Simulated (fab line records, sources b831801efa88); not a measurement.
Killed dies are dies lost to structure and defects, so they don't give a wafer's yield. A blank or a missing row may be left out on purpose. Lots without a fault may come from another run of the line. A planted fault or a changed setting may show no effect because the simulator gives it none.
Which tool did it? | flow sky130 | 24 lots, 72 wafers sampled, at 4 steps of a route of 708

WHAT THE GAUGES READ, wafer by wafer
SKY_DNWELL_TW_MEAS_09.
lot  | measured    | on            | DNWELL_TW
L074 | day 3 03:25 | film_metro-01 | 1125 1123 1133
L075 | day 3 11:57 | film_metro-01 | 1117 1117 1121
L076 | day 3 16:11 | film_metro-03 | 1132 1129 1127
L077 | day 3 20:37 | film_metro-02 | 1102 1099 1103
L078 | day 4 02:32 | film_metro-01 | 1103 1098 1100
L079 | day 4 12:37 | film_metro-03 | 1123 1133 1125
L080 | day 4 15:09 | film_metro-03 | 1123 1123 1129
L081 | day 4 18:45 | film_metro-02 | 1100 1102 1099
L082 | day 4 22:30 | film_metro-03 | 1123 1130 1123
L083 | day 5 05:23 | film_metro-02 | 1112 1105 1100
L084 | day 5 10:16 | film_metro-01 | 1126 1124 1123
L085 | day 5 14:10 | film_metro-03 | 1115 1118 1124
L086 | day 5 19:46 | film_metro-01 | 1120 1118 1116
L087 | day 6 03:10 | film_metro-03 | 1116 1120 1126
L088 | day 6 06:55 | film_metro-02 | 1110 1106 1112
L089 | day 6 12:56 | film_metro-01 | 1122 1115 1123
L090 | day 6 17:54 | film_metro-01 | 1119 1115 1117
L091 | day 6 23:22 | film_metro-02 | 1111 1107 1110
L092 | day 7 04:22 | film_metro-01 | 1106 1110 1111
L093 | day 7 09:16 | film_metro-03 | 1131 1132 1129
L094 | day 7 13:45 | film_metro-01 | 1103 1106 1104
L095 | day 7 21:07 | film_metro-01 | 1108 1113 1110
L096 | day 8 02:37 | film_metro-01 | 1107 1104 1102
L097 | day 8 07:41 | film_metro-03 | 1116 1113 1114

SKY_VT_ADJUST_HVTR_CD_MEAS_07: target cd 380 nm.
lot  | measured     | on        | cd_nm (nm)
L074 | day 9 10:43  | cd_sem-02 | 378.9 380.3 378.1
L075 | day 9 22:03  | cd_sem-01 | 380.1 381.9 382.4
L076 | day 10 02:52 | cd_sem-01 | 376.8 380.1 379.1
L077 | day 10 09:12 | cd_sem-01 | 379.0 379.7 380.7
L078 | day 10 18:44 | cd_sem-01 | 382.0 380.9 379.7
L079 | day 11 07:49 | cd_sem-02 | 382.0 380.6 380.0
L080 | day 11 10:48 | cd_sem-01 | 374.6 376.1 376.5
L081 | day 11 14:31 | cd_sem-01 | 382.6 383.7 382.2
L082 | day 11 20:16 | cd_sem-01 | 381.0 381.2 381.5
L083 | day 12 06:23 | cd_sem-02 | 377.8 380.9 377.5
L084 | day 12 12:43 | cd_sem-01 | 378.7 379.9 380.2
L085 | day 12 19:39 | cd_sem-01 | 383.3 383.1 385.2
L086 | day 13 02:35 | cd_sem-01 | 377.7 376.8 379.2
L087 | day 13 10:04 | cd_sem-01 | 380.9 382.9 380.7
L088 | day 13 16:16 | cd_sem-01 | 375.5 378.5 375.5
L089 | day 14 01:28 | cd_sem-02 | 380.3 382.8 379.0
L090 | day 14 06:10 | cd_sem-02 | 375.6 378.3 379.3
L091 | day 14 12:59 | cd_sem-02 | 383.7 385.1 385.0
L092 | day 14 21:02 | cd_sem-01 | 379.1 379.9 381.7
L093 | day 15 04:40 | cd_sem-01 | 379.3 378.6 380.4
L094 | day 15 10:02 | cd_sem-01 | 381.7 383.6 382.0
L095 | day 15 20:26 | cd_sem-02 | 380.5 379.2 382.5
L096 | day 16 01:27 | cd_sem-02 | 383.0 379.2 378.9
L097 | day 16 11:34 | cd_sem-01 | 376.3 376.3 376.5

SKY_CAPM_OVL_MEAS_12.
lot  | measured     | on         | CAPM_OVL (nm)
L074 | day 37 09:53 | overlay-01 | 0.5 1.3 -1.2
L075 | day 37 23:37 | overlay-01 | 0.7 0.1 0.9
L076 | day 38 05:28 | overlay-01 | -2.3 -1.4 -2.4
L077 | day 38 16:43 | overlay-01 | -0.4 -1.2 0.3
L078 | day 39 06:57 | overlay-01 | -1.4 -1.8 0.2
L079 | day 39 15:55 | overlay-01 | 0.3 -0.5 -0.1
L080 | day 39 21:56 | overlay-01 | -2.9 -2.7 -2.6
L081 | day 39 21:16 | overlay-02 | -0.1 -1.0 -0.3
L082 | day 40 07:10 | overlay-01 | -1.2 -1.7 -0.6
L083 | day 40 10:41 | overlay-02 | 1.7 -0.9 0.0
L084 | day 41 02:25 | overlay-01 | -0.6 -1.0 1.0
L085 | day 41 04:16 | overlay-02 | -2.9 -3.9 -2.2
L086 | day 41 12:01 | overlay-01 | -1.6 -0.9 -0.6
L087 | day 41 17:31 | overlay-02 | 1.3 0.0 0.6
L088 | day 41 23:35 | overlay-01 | -1.3 -0.9 -0.6
L089 | day 42 05:10 | overlay-01 | -1.8 0.8 -0.8
L090 | day 42 07:01 | overlay-02 | -0.3 0.2 0.8
L091 | day 42 14:22 | overlay-02 | 1.0 -0.5 -0.6
L092 | day 43 02:25 | overlay-01 | -2.2 -2.9 -1.6
L093 | day 43 06:10 | overlay-01 | 0.6 1.2 0.8
L094 | day 43 13:28 | overlay-02 | -0.9 -0.2 -0.6
L095 | day 43 21:53 | overlay-02 | 1.2 0.9 -0.4
L096 | day 44 00:07 | overlay-01 | -2.1 -1.1 -2.5
L097 | day 44 05:14 | overlay-02 | -1.0 -0.2 -1.0

SKY_VIA3_OVL_MEAS_13.
lot  | measured     | on         | VIA3_OVL (nm)
L074 | day 39 15:22 | overlay-01 | -1 3 -2
L075 | day 40 05:30 | overlay-01 | 4 9 10
L076 | day 40 09:50 | overlay-02 | 8 3 -1
L077 | day 40 21:33 | overlay-01 | -1 -7 2
L078 | day 41 11:33 | overlay-02 | 5 3 6
L079 | day 41 19:23 | overlay-01 | 17 9 14
L080 | day 42 01:12 | overlay-02 | 12 8 7
L081 | day 42 00:22 | overlay-02 | -4 0 0
L082 | day 42 10:39 | overlay-02 | 0 -4 3
L083 | day 42 13:35 | overlay-01 | -1 4 7
L084 | day 43 05:21 | overlay-01 | -4 0 1
L085 | day 43 07:16 | overlay-02 | -5 -7 -4
L086 | day 43 14:43 | overlay-02 | 7 8 11
L087 | day 43 19:47 | overlay-02 | 11 10 7
L088 | day 44 00:38 | overlay-02 | 1 1 -2
L089 | day 44 06:59 | overlay-02 | 4 6 5
L090 | day 44 08:29 | overlay-01 | 9 2 -3
L091 | day 44 16:26 | overlay-02 | 8 9 6
L092 | day 45 02:13 | overlay-01 | -3 -5 -4
L093 | day 45 06:10 | overlay-01 | 7 5 6
L094 | day 45 12:14 | overlay-02 | 5 9 8
L095 | day 45 19:32 | overlay-01 | -1 5 0
L096 | day 45 22:00 | overlay-01 | -6 -1 -7
L097 | day 46 02:46 | overlay-02 | 5 2 0

WHICH TOOL RAN EACH LOT (tool, then ch and the chambers of the sampled wafers, then the start)
The record holds no process step before these readings.

WHAT THE TOOLS THEMSELVES READ (means of the sampled wafers that have a number; where no wafer has one, the mark that the record gives instead)
The record holds no such reading with a usual standard deviation.

THE ANSWER, worked out from the rows above alone
Rule: what is usual is taken from the lots themselves. Put in order of their means at a reading, lots are off if they are a third of the lots or fewer, leave a main group of 4 or more, and stand apart from it by a gap of 3 or more times the standard deviation of the main group's means; of several such gaps the widest counts. A main group whose means are all the same, to the digits that the tables above print for the reading, isn't used. A lot without any number at a reading at which 4 lots or more have one is off too. The other lots that the step has rows for count as sound. The gauges are gone through in route order, then the tools' own readings, and for those a lot's mean is taken as printed above. The first step at which some lot is off is used, and at that step the reading that is off furthest; a lot without a number counts as furthest.
No lot is off at any reading shown: from this, nothing can be told.

WHAT THE SIMULATOR HAD PUT IN
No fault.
